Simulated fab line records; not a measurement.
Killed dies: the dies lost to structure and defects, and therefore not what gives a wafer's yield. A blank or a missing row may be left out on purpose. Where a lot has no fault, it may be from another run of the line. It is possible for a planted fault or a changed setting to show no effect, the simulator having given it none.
fab line records | flow sky130
record lots=14 | wafers=42 | lastDay=50
route steps=708 shown METAL1@436 VIA4@642 PASSIVATION@684 PAD_OPEN@708
lots with no fault: from the same line, run without faults
startH: start of the lot's first displayed wafer, in hours after the record's first day | waitH: time in hours since the lot's previous step | " as in the row above | L1.1+2: a single row standing in for several wafers | - value missing, or start not given | * or withheld: withheld | < > ~ a bound
route shown NAME@n: names a module that has steps shown in the file, with the first one's number in the route | usual: mean and standard deviation over wafers with no fault | same: alike in all rows | chamber/n: place in a boat | sites: each site's reading | _std_site: standard deviation of those values | _edge_site: outer sites' mean less inner sites' | radiusMm: for every site, how far away it sits from the centre of the wafer | mask NAME#n: copy n | behind: the tool/chamber that last shaped the wafer | hold: what put the lot on hold/how long, in hours/how the hold closed | device: whichever transistor did not switch (one of n, p or np) | end of line: tests run on the same wafers once the route is complete | a step given without rows: its recipe and nothing more | killed: the dies lost at the first sort to structure and to defects; this is not the yield of the wafer | map: the dies of a wafer, with x for killed, . for not killed, _ for no die there
set.NAME: the setting the step ran with; set.NAME@STEP: the setting that earlier step ran with | model.NAME: the simulator's own value behind a step, which no gauge read
the route's steps for a sample of lots (tables are steps, rows are wafers)
services: the hour from which a tool's chamber was out of use, counted from the record's first day as startH (under 0 if before that day), plus the number of hours and why
## steps
# step SKY_METAL1_SPUTTER_02
# recipe material=AlCu | targetThkNm=250 | powerW=10600 | timeS=13.3 | chamberPressurePa=0.4
# usual throttleValvePct=30.1/0.99
lot.wafer | tool          | chamber | startH | waitH | throttleValvePct
L812.2    | pvdSputter-04 | -       | 739.90 | 0.0   | 29.0
L812.4    | "             | -       | "      | "     | 28.0
L812.5    | "             | -       | "      | "     | 27.9
L813.1    | pvdSputter-04 | -       | 746.19 | 0.0   | 30.4
L813.2    | "             | -       | "      | "     | 29.4
L813.6    | "             | -       | "      | "     | 28.1
L814.1    | pvdSputter-01 | -       | 753.78 | 0.0   | 29.9
L814.3    | "             | -       | "      | "     | 29.1
L814.5    | "             | -       | "      | "     | 30.1
L816.2    | pvdSputter-01 | -       | 772.50 | 0.0   | 30.0
L816.3    | "             | -       | "      | "     | 30.5
L816.4    | "             | -       | "      | "     | 29.2
L817.1    | pvdSputter-01 | -       | 784.88 | 0.0   | 30.2
L817.3    | "             | -       | "      | "     | 31.6
L817.5    | "             | -       | "      | "     | 30.2
L818.1    | pvdSputter-01 | -       | 795.24 | 0.0   | 30.1
L818.4    | "             | -       | "      | "     | 30.4
L818.6    | "             | -       | "      | "     | 30.1
L820.1    | pvdSputter-04 | -       | 811.77 | 0.0   | 28.8
L820.2    | "             | -       | "      | "     | 29.8
L820.5    | "             | -       | "      | "     | 29.7
L821.2    | pvdSputter-01 | -       | 826.30 | 0.0   | 30.5
L821.4    | "             | -       | "      | "     | 28.9
L821.6    | "             | -       | "      | "     | 30.3
L823.2    | pvdSputter-04 | -       | 832.53 | 0.0   | 28.4
L823.4    | "             | -       | "      | "     | 30.3
L823.5    | "             | -       | "      | "     | 27.9
L825.1    | pvdSputter-02 | -       | 837.38 | 0.0   | 31.4
L825.5    | "             | -       | "      | "     | 31.1
L825.6    | "             | -       | "      | "     | 30.1
L826.1    | pvdSputter-02 | -       | 842.98 | 0.0   | 30.0
L826.3    | "             | -       | "      | "     | 31.3
L826.4    | "             | -       | "      | "     | 30.3
L831.3    | pvdSputter-02 | -       | 878.44 | 0.0   | 30.7
L831.4    | "             | -       | "      | "     | 30.0
L831.6    | "             | -       | "      | "     | 29.8
L832.1    | pvdSputter-02 | -       | 883.47 | 0.0   | 31.5
L832.4    | "             | -       | "      | "     | 29.9
L832.5    | "             | -       | "      | "     | 29.8
L835.1    | pvdSputter-01 | -       | 909.00 | 0.0   | 31.8
L835.3    | "             | -       | "      | "     | 29.3
L835.6    | "             | -       | "      | "     | 30.0
# step SKY_VIA4_BOW_MEAS_03
# recipe mode=bow
# usual VIA4_BOW=80/9.4
lot.wafer | tool         | chamber | startH  | waitH | VIA4_BOW[um]
L812.2    | filmMetro-03 | -       | 982.77  | 0.1   | 76
L812.4    | "            | -       | "       | "     | 71
L812.5    | "            | -       | "       | "     | 78
L813.1    | filmMetro-02 | -       | 989.27  | 0.1   | 72
L813.2    | "            | -       | "       | "     | 72
L813.6    | "            | -       | "       | "     | 83
L814.1    | filmMetro-02 | -       | 997.43  | 0.2   | 85
L814.3    | "            | -       | "       | "     | 90
L814.5    | "            | -       | "       | "     | 95
L816.2    | filmMetro-02 | -       | 1010.39 | 0.3   | 85
L816.3    | "            | -       | "       | "     | 84
L816.4    | "            | -       | "       | "     | 99
L817.1    | filmMetro-03 | -       | 1024.31 | 0.2   | 90
L817.3    | "            | -       | "       | "     | 71
L817.5    | "            | -       | "       | "     | 82
L818.1    | filmMetro-02 | -       | 1033.15 | 0.2   | 82
L818.4    | "            | -       | "       | "     | 69
L818.6    | "            | -       | "       | "     | 76
L820.1    | filmMetro-02 | -       | 1048.54 | 0.1   | 87
L820.2    | "            | -       | "       | "     | 70
L820.5    | "            | -       | "       | "     | 58
L821.2    | filmMetro-03 | -       | 1057.73 | 0.3   | 83
L821.4    | "            | -       | "       | "     | 78
L821.6    | "            | -       | "       | "     | 79
L823.2    | filmMetro-03 | -       | 1066.75 | 0.2   | 70
L823.4    | "            | -       | "       | "     | 74
L823.5    | "            | -       | "       | "     | 71
L825.1    | filmMetro-01 | -       | 1069.79 | 0.1   | 69
L825.5    | "            | -       | "       | "     | 90
L825.6    | "            | -       | "       | "     | 76
L826.1    | filmMetro-01 | -       | 1072.49 | 0.1   | 83
L826.3    | "            | -       | "       | "     | 81
L826.4    | "            | -       | "       | "     | 96
L831.3    | filmMetro-02 | -       | 1098.33 | 0.1   | 79
L831.4    | "            | -       | "       | "     | 74
L831.6    | "            | -       | "       | "     | 84
L832.1    | filmMetro-03 | -       | 1102.73 | 0.2   | 75
L832.4    | "            | -       | "       | "     | 66
L832.5    | "            | -       | "       | "     | 71
L835.1    | filmMetro-03 | -       | 1121.57 | 0.2   | 71
L835.3    | "            | -       | "       | "     | 80
L835.6    | "            | -       | "       | "     | 79
# step SKY_VIA4_OVL_MEAS_11
# usual VIA4_OVL=-0.1/1.4
lot.wafer | tool       | chamber | startH  | waitH | VIA4_OVL[nm]
L812.2    | overlay-02 | -       | 1005.51 | 0.1   | -3.3
L812.4    | "          | -       | "       | "     | -1.3
L812.5    | "          | -       | "       | "     | -1.0
L813.1    | overlay-01 | -       | 1012.26 | 0.1   | 1.5
L813.2    | "          | -       | "       | "     | -0.6
L813.6    | "          | -       | "       | "     | 0.3
L814.1    | overlay-02 | -       | 1020.21 | 0.1   | 0.0
L814.3    | "          | -       | "       | "     | -0.2
L814.5    | "          | -       | "       | "     | -0.1
L816.2    | overlay-01 | -       | 1032.47 | 0.1   | -0.1
L816.3    | "          | -       | "       | "     | 0.5
L816.4    | "          | -       | "       | "     | -0.9
L817.1    | overlay-02 | -       | 1047.09 | 0.1   | -0.8
L817.3    | "          | -       | "       | "     | -2.1
L817.5    | "          | -       | "       | "     | -2.3
L818.1    | overlay-02 | -       | 1054.49 | 0.1   | -1.1
L818.4    | "          | -       | "       | "     | 1.2
L818.6    | "          | -       | "       | "     | 0.8
L820.1    | overlay-02 | -       | 1070.49 | 0.1   | -1.6
L820.2    | "          | -       | "       | "     | -2.2
L820.5    | "          | -       | "       | "     | -2.2
L821.2    | overlay-02 | -       | 1079.31 | 0.1   | -0.9
L821.4    | "          | -       | "       | "     | -0.8
L821.6    | "          | -       | "       | "     | -1.4
L823.2    | overlay-02 | -       | 1086.97 | 0.1   | 1.7
L823.4    | "          | -       | "       | "     | 2.0
L823.5    | "          | -       | "       | "     | 0.1
L825.1    | overlay-02 | -       | 1091.01 | 0.1   | -1.3
L825.5    | "          | -       | "       | "     | -1.0
L825.6    | "          | -       | "       | "     | -1.7
L826.1    | overlay-01 | -       | 1093.16 | 0.1   | 1.6
L826.3    | "          | -       | "       | "     | 0.9
L826.4    | "          | -       | "       | "     | 0.7
L831.3    | overlay-01 | -       | 1118.02 | 0.1   | 2.9
L831.4    | "          | -       | "       | "     | 2.2
L831.6    | "          | -       | "       | "     | 1.1
L832.1    | overlay-02 | -       | 1123.11 | 0.1   | 0.4
L832.4    | "          | -       | "       | "     | 0.5
L832.5    | "          | -       | "       | "     | -0.8
L835.1    | overlay-02 | -       | 1141.01 | 0.1   | -1.1
L835.3    | "          | -       | "       | "     | -1.1
L835.6    | "          | -       | "       | "     | -1.0
# step SKY_PASSIVATION_THK_MEAS_03
# recipe reads=Si3N4_of_PASSIVATION_CVD_02
# usual PASSIVATION_CVD_02_THK=542/7.1
lot.wafer | tool         | chamber | startH  | waitH | PASSIVATION_CVD_02_THK[nm]
L812.2    | filmMetro-01 | -       | 1030.22 | -     | 543
L812.4    | "            | -       | "       | "     | 549
L812.5    | "            | -       | "       | "     | 561
L813.1    | filmMetro-03 | -       | 1037.49 | -     | 540
L813.2    | "            | -       | "       | "     | 532
L813.6    | "            | -       | "       | "     | 540
L814.1    | filmMetro-01 | -       | 1045.13 | -     | 531
L814.3    | "            | -       | "       | "     | 534
L814.5    | "            | -       | "       | "     | 540
L816.2    | filmMetro-01 | -       | 1056.85 | -     | 541
L816.3    | "            | -       | "       | "     | 540
L816.4    | "            | -       | "       | "     | 549
L817.1    | filmMetro-04 | -       | 1071.95 | -     | 542
L817.3    | "            | -       | "       | "     | 533
L817.5    | "            | -       | "       | "     | 545
L818.1    | filmMetro-03 | -       | 1078.53 | -     | 542
L818.4    | "            | -       | "       | "     | 547
L818.6    | "            | -       | "       | "     | 549
L820.1    | filmMetro-03 | -       | 1094.08 | -     | 539
L820.2    | "            | -       | "       | "     | 537
L820.5    | "            | -       | "       | "     | 544
L821.2    | filmMetro-04 | -       | 1101.68 | -     | 527
L821.4    | "            | -       | "       | "     | 538
L821.6    | "            | -       | "       | "     | 537
L823.2    | filmMetro-01 | -       | 1110.54 | -     | 540
L823.4    | "            | -       | "       | "     | 565
L823.5    | "            | -       | "       | "     | 542
L825.1    | filmMetro-04 | -       | 1112.98 | -     | 539
L825.5    | "            | -       | "       | "     | 549
L825.6    | "            | -       | "       | "     | 545
L826.1    | filmMetro-04 | -       | 1116.22 | -     | 548
L826.3    | "            | -       | "       | "     | 536
L826.4    | "            | -       | "       | "     | 546
L831.3    | filmMetro-01 | -       | 1140.68 | -     | 538
L831.4    | "            | -       | "       | "     | 546
L831.6    | "            | -       | "       | "     | 539
L832.1    | filmMetro-04 | -       | 1145.44 | -     | 543
L832.4    | "            | -       | "       | "     | 550
L832.5    | "            | -       | "       | "     | 553
L835.1    | filmMetro-04 | -       | 1162.24 | -     | 534
L835.3    | "            | -       | "       | "     | 535
L835.6    | "            | -       | "       | "     | 546
# step SKY_PAD_OPEN_PROBE_99
# usual killed_at_M0_to_M3=43/6.3 | killed_at_M4_up=3.0/1.6 | killedAtContacts=25/5 | killedAtFrontEnd=15/4.4 | killedAtOther=0.3/0.8 | killedDies=85/8.7 | killedOnRim=17/3.7 | killedOpen=47/6.9 | killedShort=38/6.3
# same grossDies=492 | killedAtBackSide=0
lot.wafer | tool      | chamber | startH  | waitH | killed_at_M0_to_M3 | killed_at_M4_up | killedAtContacts | killedAtFrontEnd | killedAtOther | killedDies | killedOnRim | killedOpen | killedShort
L812.2    | prober-01 | -       | 1077.99 | 0.1   | 30                 | 3               | 24               | 11               | 0             | 68         | 14          | 34         | 34
L812.4    | prober-01 | -       | 1078.09 | 0.2   | 33                 | 2               | 27               | 15               | 0             | 77         | 15          | 44         | 33
L812.5    | prober-01 | -       | 1078.14 | 0.2   | 38                 | 0               | 28               | 19               | 1             | 86         | 20          | 49         | 37
L813.1    | prober-02 | -       | 1083.54 | 0.1   | 45                 | 3               | 34               | 20               | 0             | 102        | 24          | 54         | 48
L813.2    | prober-02 | -       | 1083.59 | 0.1   | 46                 | 5               | 24               | 17               | 0             | 92         | 22          | 45         | 47
L813.6    | prober-02 | -       | 1083.79 | 0.2   | 40                 | 3               | 19               | 16               | 0             | 78         | 19          | 32         | 46
L814.1    | prober-01 | -       | 1090.81 | 0.1   | 37                 | 3               | 33               | 12               | 0             | 85         | 15          | 46         | 39
L814.3    | prober-01 | -       | 1090.91 | 0.2   | 41                 | 3               | 23               | 12               | 0             | 79         | 14          | 41         | 38
L814.5    | prober-01 | -       | 1091.01 | 0.2   | 45                 | 5               | 17               | 12               | 0             | 79         | 18          | 46         | 33
L816.2    | prober-01 | -       | 1101.13 | 0.1   | 52                 | 5               | 24               | 16               | 1             | 98         | 18          | 51         | 47
L816.3    | prober-01 | -       | 1101.18 | 0.2   | 51                 | 5               | 17               | 24               | 0             | 97         | 18          | 46         | 51
L816.4    | prober-01 | -       | 1101.23 | 0.2   | 35                 | 3               | 27               | 20               | 0             | 85         | 14          | 42         | 43
L817.1    | prober-02 | -       | 1113.78 | 0.1   | 51                 | 2               | 31               | 12               | 1             | 97         | 19          | 62         | 35
L817.3    | prober-02 | -       | 1113.88 | 0.2   | 38                 | 4               | 27               | 16               | 1             | 86         | 21          | 49         | 37
L817.5    | prober-02 | -       | 1113.98 | 0.2   | 41                 | 3               | 34               | 8                | 0             | 86         | 21          | 46         | 40
L818.1    | prober-02 | -       | 1121.61 | 0.1   | 47                 | 3               | 27               | 18               | 1             | 96         | 18          | 53         | 43
L818.4    | prober-02 | -       | 1121.76 | 0.2   | 43                 | 4               | 29               | 16               | 0             | 92         | 14          | 57         | 35
L818.6    | prober-02 | -       | 1121.86 | 0.2   | 41                 | 1               | 26               | 18               | 0             | 86         | 18          | 49         | 37
L820.1    | prober-02 | -       | 1135.88 | 0.1   | 43                 | 1               | 26               | 18               | 0             | 88         | 21          | 43         | 45
L820.2    | prober-02 | -       | 1135.93 | 0.1   | 56                 | 1               | 22               | 16               | 1             | 96         | 22          | 45         | 51
L820.5    | prober-02 | -       | 1136.08 | 0.2   | 43                 | 5               | 21               | 16               | 0             | 85         | 18          | 50         | 35
L821.2    | prober-01 | -       | 1143.69 | 0.1   | 30                 | 2               | 27               | 17               | 0             | 76         | 14          | 36         | 40
L821.4    | prober-01 | -       | 1143.79 | 0.2   | 52                 | 3               | 32               | 10               | 1             | 98         | 18          | 57         | 41
L821.6    | prober-01 | -       | 1143.89 | 0.2   | 35                 | 4               | 25               | 16               | 1             | 81         | 19          | 43         | 38
L823.2    | prober-02 | -       | 1152.64 | 0.1   | 36                 | 4               | 21               | 18               | 0             | 79         | 13          | 43         | 34
L823.4    | prober-02 | -       | 1152.74 | 0.2   | 48                 | 1               | 22               | 14               | 0             | 85         | 17          | 45         | 40
L823.5    | prober-02 | -       | 1152.79 | 0.2   | 41                 | 4               | 16               | 18               | 0             | 79         | 17          | 44         | 35
L825.1    | prober-02 | -       | 1154.09 | 0.1   | 55                 | 4               | 19               | 14               | 0             | 92         | 22          | 46         | 46
L825.5    | prober-02 | -       | 1154.29 | 0.2   | 43                 | 0               | 27               | 15               | 0             | 85         | 14          | 45         | 40
L825.6    | prober-02 | -       | 1154.34 | 0.2   | 49                 | 1               | 22               | 18               | 0             | 90         | 23          | 51         | 39
L826.1    | prober-01 | -       | 1157.17 | 0.1   | 49                 | 3               | 22               | 15               | 0             | 89         | 13          | 45         | 44
L826.3    | prober-01 | -       | 1157.27 | 0.2   | 41                 | 1               | 23               | 18               | 0             | 83         | 21          | 34         | 49
L826.4    | prober-01 | -       | 1157.32 | 0.2   | 42                 | 1               | 22               | 6                | 0             | 71         | 11          | 45         | 26
L831.3    | prober-02 | -       | 1179.13 | 0.2   | 67                 | 4               | 20               | 16               | 1             | 108        | 25          | 38         | 39
L831.4    | prober-02 | -       | 1179.18 | 0.2   | 103                | 3               | 26               | 16               | 1             | 149        | 21          | 37         | 49
L831.6    | prober-02 | -       | 1179.28 | 0.2   | 116                | 3               | 20               | 8                | 0             | 147        | 19          | 36         | 44
L832.1    | prober-02 | -       | 1182.12 | 0.1   | 81                 | 2               | 19               | 8                | 3             | 113        | 25          | 43         | 29
L832.4    | prober-02 | -       | 1182.27 | 0.2   | 103                | 3               | 27               | 11               | 0             | 144        | 28          | 50         | 29
L832.5    | prober-02 | -       | 1182.32 | 0.2   | 107                | 4               | 28               | 15               | 0             | 154        | 21          | 52         | 38
L835.1    | prober-02 | -       | 1196.58 | 0.1   | 41                 | 3               | 28               | 13               | 0             | 85         | 16          | 40         | 45
L835.3    | prober-02 | -       | 1196.68 | 0.2   | 35                 | 1               | 23               | 19               | 0             | 78         | 15          | 46         | 32
L835.6    | prober-02 | -       | 1196.83 | 0.2   | 43                 | 2               | 26               | 9                | 0             | 80         | 16          | 41         | 39
# killed by level:class
L812.2 CONTACT:geometricParticle:open=10 VIA1:geometricParticle:open=7 LOCAL_INTERCONNECT:geometricParticle:short=6 VIA2:geometricParticle:open=4 VIA3:geometricParticle:open=4 FIELD_ISO:geometricParticle:short=3 LI_CONTACT:geometricParticle:open=3 METAL1:geometricParticle:short=3
L812.4 VIA1:geometricParticle:open=11 CONTACT:geometricParticle:open=8 LI_CONTACT:geometricParticle:open=6 CONTACT:geometricParticle:short=5 VIA2:geometricParticle:open=5 FIELD_ISO:geometricParticle:short=4 FIELD_ISO:geometricParticle:open=4 LOCAL_INTERCONNECT:geometricParticle:short=4
L812.5 CONTACT:geometricParticle:open=14 VIA3:geometricParticle:open=8 METAL1:geometricParticle:short=7 FIELD_ISO:geometricParticle:open=5 POLY_GATE:geometricParticle:short=5 LI_CONTACT:geometricParticle:open=5 VIA2:geometricParticle:open=5 CONTACT:geometricParticle:short=4
L813.1 VIA1:geometricParticle:open=12 LI_CONTACT:geometricParticle:open=10 CONTACT:geometricParticle:open=9 METAL1:geometricParticle:short=7 CONTACT:geometricParticle:short=6 FIELD_ISO:geometricParticle:short=5 FIELD_ISO:geometricParticle:open=5 METAL2:geometricParticle:short=5
L813.2 VIA1:geometricParticle:open=12 LI_CONTACT:geometricParticle:open=8 CONTACT:geometricParticle:short=8 VIA2:geometricParticle:open=7 METAL1:geometricParticle:short=6 METAL2:geometricParticle:short=5 FIELD_ISO:geometricParticle:short=4 POLY_GATE:geometricParticle:open=4
L813.6 VIA1:geometricParticle:short=9 POLY_GATE:geometricParticle:short=7 CONTACT:geometricParticle:open=7 FIELD_ISO:geometricParticle:open=6 VIA2:geometricParticle:open=6 VIA2:geometricParticle:short=6 VIA1:geometricParticle:open=5 LI_CONTACT:geometricParticle:short=4
L814.1 LI_CONTACT:geometricParticle:open=12 CONTACT:geometricParticle:short=10 VIA1:geometricParticle:open=7 CONTACT:geometricParticle:open=6 VIA2:geometricParticle:open=6 VIA3:geometricParticle:open=6 METAL2:geometricParticle:short=4 VIA3:geometricParticle:short=4
L814.3 VIA1:geometricParticle:open=12 CONTACT:geometricParticle:open=7 METAL2:geometricParticle:short=6 POLY_GATE:geometricParticle:short=5 LI_CONTACT:geometricParticle:open=5 VIA2:geometricParticle:open=5 POLY_GATE:geometricParticle:open=4 LOCAL_INTERCONNECT:geometricParticle:short=4
L814.5 VIA1:geometricParticle:open=13 POLY_GATE:geometricParticle:short=8 VIA3:geometricParticle:open=7 CONTACT:geometricParticle:short=6 LI_CONTACT:geometricParticle:open=5 CONTACT:geometricParticle:open=5 VIA2:geometricParticle:open=5 VIA1:geometricParticle:short=5
L816.2 CONTACT:geometricParticle:open=11 METAL2:geometricParticle:short=10 VIA3:geometricParticle:open=9 FIELD_ISO:geometricParticle:open=8 VIA1:geometricParticle:open=8 VIA1:geometricParticle:short=7 METAL1:geometricParticle:short=5 VIA2:geometricParticle:short=5
L816.3 VIA1:geometricParticle:open=9 VIA3:geometricParticle:open=9 LOCAL_INTERCONNECT:geometricParticle:short=7 FIELD_ISO:geometricParticle:short=6 VIA1:geometricParticle:short=6 METAL2:geometricParticle:short=6 POLY_GATE:geometricParticle:open=5 METAL1:geometricParticle:short=5
L816.4 VIA1:geometricParticle:open=9 LI_CONTACT:geometricParticle:open=7 METAL2:geometricParticle:short=7 FIELD_ISO:geometricParticle:short=6 CONTACT:geometricParticle:open=6 LOCAL_INTERCONNECT:geometricParticle:short=5 VIA3:geometricParticle:open=5 POLY_CUT:geometricParticle:open=4
L817.1 CONTACT:geometricParticle:open=15 VIA1:geometricParticle:open=13 LI_CONTACT:geometricParticle:open=9 METAL2:geometricParticle:short=7 VIA2:geometricParticle:open=6 METAL1:geometricParticle:open=5 METAL1:geometricParticle:short=5 FIELD_ISO:geometricParticle:short=4
L817.3 VIA1:geometricParticle:open=11 CONTACT:geometricParticle:open=9 VIA3:geometricParticle:open=8 LI_CONTACT:geometricParticle:open=6 FIELD_ISO:geometricParticle:short=5 VIA2:geometricParticle:open=5 LOCAL_INTERCONNECT:geometricParticle:short=5 CONTACT:geometricParticle:short=5
L817.5 CONTACT:geometricParticle:open=13 VIA1:geometricParticle:open=11 VIA1:geometricParticle:short=7 METAL1:geometricParticle:short=7 VIA3:geometricParticle:open=7 LI_CONTACT:geometricParticle:short=6 CONTACT:geometricParticle:short=6 LI_CONTACT:geometricParticle:open=5
L818.1 VIA1:geometricParticle:open=11 LI_CONTACT:geometricParticle:open=9 VIA3:geometricParticle:open=8 METAL2:geometricParticle:short=8 CONTACT:geometricParticle:open=6 VIA1:geometricParticle:short=5 CONTACT:geometricParticle:short=5 VIA2:geometricParticle:open=5
L818.4 LI_CONTACT:geometricParticle:open=12 VIA1:geometricParticle:open=10 CONTACT:geometricParticle:open=7 VIA1:geometricParticle:short=6 VIA3:geometricParticle:open=6 METAL1:geometricParticle:short=6 POLY_GATE:geometricParticle:open=5 LOCAL_INTERCONNECT:geometricParticle:short=5
L818.6 VIA1:geometricParticle:open=11 METAL2:geometricParticle:short=8 CONTACT:geometricParticle:open=7 LOCAL_INTERCONNECT:geometricParticle:short=6 POLY_GATE:geometricParticle:open=6 LI_CONTACT:geometricParticle:open=6 FIELD_ISO:geometricParticle:short=5 FIELD_ISO:geometricParticle:open=5
L820.1 CONTACT:geometricParticle:open=12 VIA1:geometricParticle:open=10 VIA3:geometricParticle:open=7 METAL2:geometricParticle:short=7 FIELD_ISO:geometricParticle:open=5 LOCAL_INTERCONNECT:geometricParticle:short=5 METAL1:geometricParticle:short=5 FIELD_ISO:geometricParticle:short=4
L820.2 VIA1:geometricParticle:open=12 VIA1:geometricParticle:short=9 CONTACT:geometricParticle:short=8 METAL1:geometricParticle:short=8 POLY_GATE:geometricParticle:short=7 VIA3:geometricParticle:open=7 CONTACT:geometricParticle:open=7 METAL3:geometricParticle:short=6
L820.5 VIA3:geometricParticle:open=8 VIA1:geometricParticle:open=7 POLY_GATE:geometricParticle:open=6 CONTACT:geometricParticle:open=6 VIA1:geometricParticle:short=5 LI_CONTACT:geometricParticle:open=5 VIA2:geometricParticle:open=5 FIELD_ISO:geometricParticle:open=4
L821.2 LI_CONTACT:geometricParticle:open=7 POLY_GATE:geometricParticle:open=5 METAL1:geometricParticle:short=5 CONTACT:geometricParticle:short=5 CONTACT:geometricParticle:open=5 VIA3:geometricParticle:open=5 METAL2:geometricParticle:short=5 LI_CONTACT:geometricParticle:short=4
L821.4 VIA1:geometricParticle:open=19 CONTACT:geometricParticle:open=10 VIA3:geometricParticle:open=9 LOCAL_INTERCONNECT:geometricParticle:short=8 LI_CONTACT:geometricParticle:open=7 CONTACT:geometricParticle:short=6 VIA1:geometricParticle:short=6 VIA3:geometricParticle:short=5
L821.6 CONTACT:geometricParticle:open=11 VIA1:geometricParticle:open=11 CONTACT:geometricParticle:short=6 VIA2:geometricParticle:open=5 VIA3:geometricParticle:open=5 FIELD_ISO:geometricParticle:short=4 LI_CONTACT:geometricParticle:open=4 METAL4:geometricParticle:short=4
L823.2 VIA1:geometricParticle:open=15 LI_CONTACT:geometricParticle:open=7 FIELD_ISO:geometricParticle:short=6 POLY_GATE:geometricParticle:open=6 VIA2:geometricParticle:open=6 LOCAL_INTERCONNECT:geometricParticle:short=5 CONTACT:geometricParticle:open=4 POLY_GATE:geometricParticle:short=4
L823.4 VIA1:geometricParticle:open=9 LI_CONTACT:geometricParticle:open=8 METAL2:geometricParticle:short=7 METAL1:geometricParticle:short=6 VIA3:geometricParticle:open=6 POLY_GATE:geometricParticle:open=5 CONTACT:geometricParticle:open=5 VIA2:geometricParticle:open=5
L823.5 VIA1:geometricParticle:open=11 CONTACT:geometricParticle:open=7 METAL1:geometricParticle:short=6 LI_CONTACT:geometricParticle:open=5 VIA2:geometricParticle:open=5 FIELD_ISO:geometricParticle:short=4 VIA3:geometricParticle:open=4 METAL3:geometricParticle:short=4
L825.1 VIA1:geometricParticle:open=12 METAL1:geometricParticle:short=9 CONTACT:geometricParticle:open=7 VIA3:geometricParticle:open=6 VIA3:geometricParticle:short=6 LI_CONTACT:geometricParticle:open=4 VIA1:geometricParticle:short=4 VIA2:geometricParticle:short=4
L825.5 VIA1:geometricParticle:open=11 CONTACT:geometricParticle:open=8 LOCAL_INTERCONNECT:geometricParticle:short=7 VIA3:geometricParticle:open=6 POLY_GATE:geometricParticle:open=5 METAL2:geometricParticle:short=5 METAL1:geometricParticle:short=4 LI_CONTACT:geometricParticle:open=4
L825.6 VIA2:geometricParticle:open=14 VIA1:geometricParticle:open=10 CONTACT:geometricParticle:open=9 VIA1:geometricParticle:short=8 CONTACT:geometricParticle:short=7 FIELD_ISO:geometricParticle:short=6 FIELD_ISO:geometricParticle:open=5 POLY_GATE:geometricParticle:open=4
L826.1 CONTACT:geometricParticle:open=11 VIA3:geometricParticle:open=8 VIA1:geometricParticle:short=7 METAL2:geometricParticle:short=6 METAL1:geometricParticle:short=6 VIA1:geometricParticle:open=6 POLY_GATE:geometricParticle:short=5 LOCAL_INTERCONNECT:geometricParticle:short=5
L826.3 FIELD_ISO:geometricParticle:short=9 CONTACT:geometricParticle:short=7 VIA3:geometricParticle:open=6 VIA2:geometricParticle:open=6 LI_CONTACT:geometricParticle:open=5 CONTACT:geometricParticle:open=5 VIA1:geometricParticle:open=5 VIA2:geometricParticle:short=5
L826.4 VIA1:geometricParticle:open=10 CONTACT:geometricParticle:open=9 VIA2:geometricParticle:open=7 LI_CONTACT:geometricParticle:open=6 VIA3:geometricParticle:open=6 METAL1:geometricParticle:short=5 VIA1:geometricParticle:short=5 FIELD_ISO:geometricParticle:open=3
L831.3 METAL1:unspecified=31 VIA1:geometricParticle:open=11 CONTACT:geometricParticle:open=7 VIA1:geometricParticle:short=7 CONTACT:geometricParticle:short=6 FIELD_ISO:geometricParticle:open=5 POLY_GATE:geometricParticle:open=4 VIA3:geometricParticle:open=4
L831.4 METAL1:unspecified=63 CONTACT:geometricParticle:open=11 VIA1:geometricParticle:short=10 VIA1:geometricParticle:open=8 METAL1:geometricParticle:short=7 CONTACT:geometricParticle:short=6 LOCAL_INTERCONNECT:geometricParticle:short=5 SPACER:geometricParticle:open=4
L831.6 METAL1:unspecified=67 VIA1:geometricParticle:open=12 CONTACT:geometricParticle:open=9 METAL1:geometricParticle:short=8 LOCAL_INTERCONNECT:geometricParticle:short=6 VIA1:geometricParticle:short=5 VIA2:geometricParticle:short=5 VIA3:geometricParticle:short=5
L832.1 METAL1:unspecified=41 VIA1:geometricParticle:open=10 VIA2:geometricParticle:open=7 VIA3:geometricParticle:open=7 LI_CONTACT:geometricParticle:open=5 CONTACT:geometricParticle:open=5 FIELD_ISO:geometricParticle:open=4 METAL1:geometricParticle:short=4
L832.4 METAL1:unspecified=65 CONTACT:geometricParticle:open=12 VIA2:geometricParticle:open=10 VIA1:geometricParticle:open=9 LI_CONTACT:geometricParticle:open=8 VIA1:geometricParticle:short=6 VIA3:geometricParticle:open=5 LOCAL_INTERCONNECT:geometricParticle:short=3
L832.5 METAL1:unspecified=64 CONTACT:geometricParticle:open=12 VIA1:geometricParticle:open=11 METAL1:geometricParticle:short=8 VIA2:geometricParticle:open=8 LI_CONTACT:geometricParticle:open=7 METAL2:geometricParticle:short=6 POLY_GATE:geometricParticle:short=5
L835.1 CONTACT:geometricParticle:open=9 LOCAL_INTERCONNECT:geometricParticle:short=9 VIA1:geometricParticle:open=9 VIA3:geometricParticle:open=8 LI_CONTACT:geometricParticle:open=5 METAL3:geometricParticle:short=5 VIA3:geometricParticle:short=5 POLY_GATE:geometricParticle:open=4
L835.3 LI_CONTACT:geometricParticle:open=10 POLY_GATE:geometricParticle:open=8 CONTACT:geometricParticle:open=6 VIA3:geometricParticle:open=6 VIA1:geometricParticle:open=6 POLY_GATE:geometricParticle:short=5 METAL1:geometricParticle:short=5 METAL2:geometricParticle:short=5
L835.6 CONTACT:geometricParticle:open=9 VIA2:geometricParticle:open=7 VIA1:geometricParticle:open=7 LI_CONTACT:geometricParticle:open=7 METAL2:geometricParticle:short=7 LOCAL_INTERCONNECT:geometricParticle:short=5 METAL1:geometricParticle:short=4 METAL3:geometricParticle:short=4
## services
tool          | chamber | startH | hours | kind
pvdSputter-04 | -       | 845.37 | 2.5   | repair
pvdSputter-04 | -       | 860.42 | 5.1   | repair
## key
firstSign step=SKY_PAD_OPEN_PROBE_99 | reading=killed_at_M0_to_M3 | direction=up | sigmas=8.5 | usual=43 | struck=96
effect step=SKY_PAD_OPEN_PROBE_99 | reading=killedDies | direction=up | sigmas=5.8 | usual=85 | struck=136
metAt SKY_METAL1_SPUTTER_02
struckLots L831,L832
testerLeftOut L832
notActingAt SKY_VIA4_BOW_MEAS_03,SKY_VIA4_OVL_MEAS_11,SKY_PASSIVATION_THK_MEAS_03
onsetBetween 842.98 878.44
earlierFault kind=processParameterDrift | tool=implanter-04 | chamber=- | onsetH=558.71 | steps=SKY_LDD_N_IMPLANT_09 | channel=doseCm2 | offset=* | shape=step | endH=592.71 | actsIn=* | stated=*
fault kind=chamberParticleSource | tool=pvdSputter-02 | chamber=- | onsetH=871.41 | steps=SKY_METAL1_SPUTTER_02 | ratePerVisitCm2=1.7373
# testerLeftOut: of these lots the tester's yield and bins aren't shown, on N5 and GAA mostly nor the transistor test; their killed dies are dies lost to structure and defects alone, not to doping, threshold or leakage, so they don't give the yield
